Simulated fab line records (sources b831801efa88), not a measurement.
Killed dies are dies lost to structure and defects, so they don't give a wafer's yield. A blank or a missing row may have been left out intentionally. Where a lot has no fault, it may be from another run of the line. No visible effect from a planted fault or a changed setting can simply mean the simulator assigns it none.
fab line records | flow gf180mcu
[record] lots = 14 | wafers = 42 | last_day = 33
route steps=602 shown STI@13 PSD@254 M2@363
lots that met no fault: from a run of the same line without faults
start_h: hours from the record's first day to the start of the lot's first wafer shown | wait_h: how many hours have passed since the lot's step before this one | " same as the row above | L1.1+2: a single row standing in for several wafers | - value missing, or start not given | * or withheld: withheld | < > ~ a bound
route shown NAME@n: NAME is a module with steps in the file, n the number in the route of the first one | usual: mean/standard deviation taken from wafers without a fault | same: alike in all rows | chamber/n: place in a boat | sites: each site's reading | _std_site: the values' standard deviation | _edge_site: the outer-site mean with the inner-site mean subtracted | radius_mm: how far each site lies from the wafer's centre | mask NAME#n: copy n | behind: the last tool/chamber to shape the wafer | hold: the reason the lot was held/the length of the hold in hours/how it ended | device: transistor that didn't switch, given as n, p or np | end of line: tests run on the same wafers once the route is complete | where a step has no rows: the recipe by itself | killed: count of dies lost to structure and defects at first sort (not the wafer's yield) | map: a wafer's dies, marking killed ones x, the rest . and places with no die _
set.NAME: the setting the step ran with; set.NAME@STEP: the setting that earlier step ran with | model.NAME: the simulator's own value behind a step, which no gauge read
the route's steps for a sample of lots (tables are steps, rows are wafers)
services: the hour from which a tool's chamber was out of use, counted from the record's first day as start_h (under 0 if before that day), plus the number of hours and why
[[steps]]
[step GF_STI_CD_MEAS_12]
[recipe] target_cd_nm = 220
[usual] cd_nm = 220.0/1.1
lot.wafer | tool      | chamber | start_h | wait_h | cd_nm
L268.1    | cd_sem-02 | -       | 25.22   | 0.1    | 220.6
L268.4    | "         | -       | "       | "      | 220.7
L268.6    | "         | -       | "       | "      | 221.8
L269.1    | cd_sem-01 | -       | 29.95   | 0.1    | 220.2
L269.2    | "         | -       | "       | "      | 221.2
L269.4    | "         | -       | "       | "      | 219.3
L270.1    | cd_sem-02 | -       | 35.62   | 0.1    | 220.2
L270.2    | "         | -       | "       | "      | 220.2
L270.4    | "         | -       | "       | "      | 219.7
L271.4    | cd_sem-02 | -       | 40.41   | 0.1    | 220.0
L271.5    | "         | -       | "       | "      | 220.2
L271.6    | "         | -       | "       | "      | 219.2
L272.1    | cd_sem-01 | -       | 46.56   | 0.1    | 222.0
L272.4    | "         | -       | "       | "      | 221.2
L272.5    | "         | -       | "       | "      | 220.5
L273.1    | cd_sem-02 | -       | 51.51   | 0.1    | 219.6
L273.2    | "         | -       | "       | "      | 218.4
L273.3    | "         | -       | "       | "      | 219.3
L279.1    | cd_sem-02 | -       | 82.49   | 0.1    | 219.0
L279.3    | "         | -       | "       | "      | 220.0
L279.5    | "         | -       | "       | "      | 220.2
L281.2    | cd_sem-01 | -       | 92.01   | 0.1    | 219.1
L281.3    | "         | -       | "       | "      | 219.1
L281.5    | "         | -       | "       | "      | 219.9
L282.1    | cd_sem-02 | -       | 96.99   | 0.1    | 221.4
L282.4    | "         | -       | "       | "      | 220.6
L282.5    | "         | -       | "       | "      | 219.5
L283.1    | cd_sem-02 | -       | 102.34  | 0.1    | 222.2
L283.3    | "         | -       | "       | "      | 220.7
L283.5    | "         | -       | "       | "      | 220.0
L285.4    | cd_sem-02 | -       | 113.00  | 0.1    | 220.1
L285.5    | "         | -       | "       | "      | 219.4
L285.6    | "         | -       | "       | "      | 219.8
L287.2    | cd_sem-02 | -       | 124.22  | 0.1    | 219.4
L287.3    | "         | -       | "       | "      | 219.5
L287.5    | "         | -       | "       | "      | 219.1
L288.1    | cd_sem-02 | -       | 128.01  | 0.1    | 221.1
L288.5    | "         | -       | "       | "      | 220.3
L288.6    | "         | -       | "       | "      | 221.7
L289.4    | cd_sem-02 | -       | 133.63  | 0.1    | 219.1
L289.5    | "         | -       | "       | "      | 219.1
L289.6    | "         | -       | "       | "      | 219.2
[step GF_PSD_DEVELOP_06]
[recipe] develop_time_s = 60 | dev_temp_c = 23
lot.wafer  | tool           | chamber | start_h | wait_h
L268.1+4+6 | litho_track-04 | 0       | 316.06  | 0.1
L269.1+2+4 | litho_track-03 | 0       | 325.24  | 0.1
L270.1+2+4 | litho_track-02 | 0       | 325.45  | 0.1
L271.4+5+6 | litho_track-03 | 0       | 342.46  | 0.1
L272.1+4+5 | litho_track-03 | 0       | 356.44  | 0.1
L273.1+2+3 | litho_track-04 | 0       | 368.96  | 0.1
L279.1+3+5 | litho_track-03 | 0       | 423.73  | 0.1
L282.1+4+5 | litho_track-02 | 0       | 432.49  | 0.1
L281.2+3+5 | litho_track-02 | 0       | 433.77  | 0.1
L285.4+5+6 | litho_track-03 | 0       | 451.61  | 0.1
L283.1+3+5 | litho_track-03 | 0       | 455.83  | 0.1
L287.2+3+5 | litho_track-04 | 0       | 472.93  | 0.1
L288.1+5+6 | litho_track-03 | 0       | 475.13  | 0.1
L289.4+5+6 | litho_track-04 | 0       | 484.83  | 0.1
[step GF_PSD_CD_MEAS_07]
[recipe] target_cd_nm = 400
[usual] cd_nm = 399.6/2
lot.wafer | tool      | chamber | start_h | wait_h | cd_nm
L268.1    | cd_sem-02 | -       | 316.28  | 0.2    | 400.4
L268.4    | "         | -       | "       | "      | 399.8
L268.6    | "         | -       | "       | "      | 398.9
L269.1    | cd_sem-01 | -       | 325.39  | 0.1    | 397.1
L269.2    | "         | -       | "       | "      | 398.7
L269.4    | "         | -       | "       | "      | 400.1
L270.1    | cd_sem-02 | -       | 325.60  | 0.1    | 396.6
L270.2    | "         | -       | "       | "      | 398.9
L270.4    | "         | -       | "       | "      | 398.1
L271.4    | cd_sem-02 | -       | 342.60  | 0.1    | 401.7
L271.5    | "         | -       | "       | "      | 401.1
L271.6    | "         | -       | "       | "      | 400.9
L272.1    | cd_sem-01 | -       | 356.59  | 0.1    | 399.4
L272.4    | "         | -       | "       | "      | 402.2
L272.5    | "         | -       | "       | "      | 400.3
L273.1    | cd_sem-01 | -       | 369.11  | 0.1    | 399.9
L273.2    | "         | -       | "       | "      | 400.7
L273.3    | "         | -       | "       | "      | 398.6
L279.1    | cd_sem-02 | -       | 423.88  | 0.1    | 403.1
L279.3    | "         | -       | "       | "      | 401.0
L279.5    | "         | -       | "       | "      | 400.6
L282.1    | cd_sem-01 | -       | 432.64  | 0.1    | 422.4
L282.4    | "         | -       | "       | "      | 423.2
L282.5    | "         | -       | "       | "      | 423.8
L281.2    | cd_sem-01 | -       | 433.91  | 0.1    | 421.0
L281.3    | "         | -       | "       | "      | 419.1
L281.5    | "         | -       | "       | "      | 421.7
L285.4    | cd_sem-02 | -       | 451.74  | 0.1    | 398.2
L285.5    | "         | -       | "       | "      | 395.0
L285.6    | "         | -       | "       | "      | 398.0
L283.1    | cd_sem-01 | -       | 455.98  | 0.1    | 399.9
L283.3    | "         | -       | "       | "      | 403.9
L283.5    | "         | -       | "       | "      | 403.6
L287.2    | cd_sem-01 | -       | 473.08  | 0.1    | 403.1
L287.3    | "         | -       | "       | "      | 402.3
L287.5    | "         | -       | "       | "      | 400.9
L288.1    | cd_sem-02 | -       | 475.28  | 0.1    | 399.1
L288.5    | "         | -       | "       | "      | 400.1
L288.6    | "         | -       | "       | "      | 399.4
L289.4    | cd_sem-01 | -       | 484.97  | 0.1    | 402.4
L289.5    | "         | -       | "       | "      | 401.9
L289.6    | "         | -       | "       | "      | 401.9
[step GF_M2_SPUTTER_01]
[recipe] material = TiN | target_thk_nm = 30 | power_w = 6500 | time_s = 25 | chamber_pressure_pa = 0.4
[usual] throttle_valve_pct = 29.4/1
lot.wafer | tool           | chamber | start_h | wait_h | throttle_valve_pct
L268.1    | pvd_sputter-02 | -       | 411.59  | 0.1    | 29.5
L268.4    | "              | -       | "       | "      | 30.5
L268.6    | "              | -       | "       | "      | 27.2
L269.1    | pvd_sputter-03 | -       | 421.04  | 0.1    | 29.9
L269.2    | "              | -       | "       | "      | 29.9
L269.4    | "              | -       | "       | "      | 30.0
L270.1    | pvd_sputter-02 | -       | 421.93  | 0.1    | 28.5
L270.2    | "              | -       | "       | "      | 29.7
L270.4    | "              | -       | "       | "      | 27.5
L271.4    | pvd_sputter-04 | -       | 439.88  | 0.1    | 30.0
L271.5    | "              | -       | "       | "      | 28.8
L271.6    | "              | -       | "       | "      | 29.7
L272.1    | pvd_sputter-03 | -       | 456.70  | 0.1    | 29.8
L272.4    | "              | -       | "       | "      | 29.9
L272.5    | "              | -       | "       | "      | 30.1
L273.1    | pvd_sputter-03 | -       | 471.84  | 0.1    | 30.0
L273.2    | "              | -       | "       | "      | 30.0
L273.3    | "              | -       | "       | "      | 31.2
L279.1    | pvd_sputter-02 | -       | 525.97  | 0.1    | 30.4
L279.3    | "              | -       | "       | "      | 27.5
L279.5    | "              | -       | "       | "      | 27.5
L282.1    | pvd_sputter-04 | -       | 533.45  | 0.1    | 29.8
L282.4    | "              | -       | "       | "      | 29.6
L282.5    | "              | -       | "       | "      | 29.3
L281.2    | pvd_sputter-02 | -       | 535.38  | 0.1    | 30.5
L281.3    | "              | -       | "       | "      | 29.9
L281.5    | "              | -       | "       | "      | 29.8
L285.4    | pvd_sputter-02 | -       | 551.39  | 0.1    | 29.8
L285.5    | "              | -       | "       | "      | 28.7
L285.6    | "              | -       | "       | "      | 30.7
L283.1    | pvd_sputter-02 | -       | 556.52  | 0.1    | 30.7
L283.3    | "              | -       | "       | "      | 29.9
L283.5    | "              | -       | "       | "      | 27.6
L287.2    | pvd_sputter-04 | -       | 570.65  | 0.1    | 29.1
L287.3    | "              | -       | "       | "      | 29.7
L287.5    | "              | -       | "       | "      | 29.3
L288.1    | pvd_sputter-02 | -       | 572.04  | 0.1    | 27.8
L288.5    | "              | -       | "       | "      | 28.3
L288.6    | "              | -       | "       | "      | 27.4
L289.4    | pvd_sputter-04 | -       | 581.33  | 0.0    | 29.9
L289.5    | "              | -       | "       | "      | 29.0
L289.6    | "              | -       | "       | "      | 29.7
[step GF_M2_RS_MEAS_05]
[recipe] thk_meas_gauge = four-point-probe | reads = TiN_of_M2_SPUTTER_04+Ti_of_M2_SPUTTER_03+AlCu_of_M2_SPUTTER_02+TiN_of_M2_SPUTTER_01+Ti_of_M2_SPUTTER_00
[usual] M2_ALCU_RS = 0.0697/0.00077
lot.wafer | tool          | chamber | start_h | wait_h | M2_ALCU_RS[ohm/sq]
L268.1    | film_metro-01 | -       | 411.72  | 0.0    | 0.0685
L268.4    | "             | -       | "       | "      | 0.0707
L268.6    | "             | -       | "       | "      | 0.0693
L269.1    | film_metro-01 | -       | 421.17  | 0.0    | 0.0687
L269.2    | "             | -       | "       | "      | 0.0705
L269.4    | "             | -       | "       | "      | 0.0686
L270.1    | film_metro-02 | -       | 422.05  | 0.0    | 0.0694
L270.2    | "             | -       | "       | "      | 0.0692
L270.4    | "             | -       | "       | "      | 0.0698
L271.4    | film_metro-01 | -       | 440.06  | 0.1    | 0.0687
L271.5    | "             | -       | "       | "      | 0.0697
L271.6    | "             | -       | "       | "      | 0.0699
L272.1    | film_metro-01 | -       | 456.83  | 0.0    | 0.0692
L272.4    | "             | -       | "       | "      | 0.0705
L272.5    | "             | -       | "       | "      | 0.0699
L273.1    | film_metro-04 | -       | 471.96  | 0.0    | 0.0689
L273.2    | "             | -       | "       | "      | 0.0687
L273.3    | "             | -       | "       | "      | 0.0693
L279.1    | film_metro-04 | -       | 526.09  | 0.0    | 0.0691
L279.3    | "             | -       | "       | "      | 0.0684
L279.5    | "             | -       | "       | "      | 0.0690
L282.1    | film_metro-04 | -       | 533.57  | 0.0    | 0.0709
L282.4    | "             | -       | "       | "      | 0.0702
L282.5    | "             | -       | "       | "      | 0.0696
L281.2    | film_metro-01 | -       | 535.53  | 0.0    | 0.0697
L281.3    | "             | -       | "       | "      | 0.0697
L281.5    | "             | -       | "       | "      | 0.0693
L285.4    | film_metro-04 | -       | 551.57  | 0.1    | 0.0703
L285.5    | "             | -       | "       | "      | 0.0706
L285.6    | "             | -       | "       | "      | 0.0701
L283.1    | film_metro-04 | -       | 556.64  | 0.0    | 0.0704
L283.3    | "             | -       | "       | "      | 0.0695
L283.5    | "             | -       | "       | "      | 0.0694
L287.2    | film_metro-01 | -       | 570.79  | 0.0    | 0.0681
L287.3    | "             | -       | "       | "      | 0.0694
L287.5    | "             | -       | "       | "      | 0.0683
L288.1    | film_metro-01 | -       | 572.19  | 0.1    | 0.0684
L288.5    | "             | -       | "       | "      | 0.0687
L288.6    | "             | -       | "       | "      | 0.0690
L289.4    | film_metro-04 | -       | 581.50  | 0.1    | 0.0703
L289.5    | "             | -       | "       | "      | 0.0712
L289.6    | "             | -       | "       | "      | 0.0697
[[services]]
tool           | chamber | start_h | hours | kind
pvd_sputter-02 | 2       | 361.96  | -     | consumable_replace:kit
pvd_sputter-02 | 2       | 361.96  | 18.0  | scheduled_down
pvd_sputter-02 | 2       | 361.96  | 18.0  | vent_cycle
pvd_sputter-04 | 3       | 365.38  | -     | consumable_replace:kit
pvd_sputter-04 | 3       | 365.38  | 18.0  | scheduled_down
pvd_sputter-04 | 3       | 365.38  | 18.0  | vent_cycle
litho_track-03 | -       | 474.92  | -     | consumable_replace:filter
pvd_sputter-03 | -       | 512.25  | 1.0   | repair
pvd_sputter-02 | 1       | 515.50  | -     | consumable_replace:kit
pvd_sputter-02 | 1       | 515.50  | 18.0  | scheduled_down
pvd_sputter-02 | 1       | 515.50  | 18.0  | vent_cycle
pvd_sputter-03 | -       | 519.83  | 20.9  | repair
pvd_sputter-04 | -       | 522.68  | 4.2   | repair
pvd_sputter-03 | 2       | 543.06  | -     | consumable_replace:kit
pvd_sputter-03 | 2       | 543.06  | 18.0  | scheduled_down
pvd_sputter-03 | 2       | 543.06  | 18.0  | vent_cycle
pvd_sputter-04 | 2       | 570.77  | -     | consumable_replace:kit
pvd_sputter-04 | 2       | 570.77  | 18.0  | scheduled_down
pvd_sputter-04 | 2       | 570.77  | 18.0  | vent_cycle
[[key]]
[first_sign] step = GF_PSD_CD_MEAS_07 | reading = cd_nm | direction = up | sigmas = 11 | usual = 399.6 | struck = 421.9
effect none on later readings
met_at GF_PSD_DEVELOP_06
struck_lots L281,L282
tester_left_out L281,L282
not_acting_at GF_STI_CD_MEAS_12,GF_M2_SPUTTER_01,GF_M2_RS_MEAS_05
onset_between 325.45 432.49
[fault] kind = process_parameter_drift | tool = litho_track-02 | chamber = - | onset_h = 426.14 | steps = GF_PSD_DEVELOP_06 | channel = develop_time_s | offset = * | shape = step | end_h = 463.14 | acts_in = * | stated = *
// tester_left_out: of these lots the tester's yield and bins aren't shown, on N5 and GAA mostly nor the transistor test; their killed dies are dies lost to structure and defects alone, not to doping, threshold or leakage, so they don't give the yield
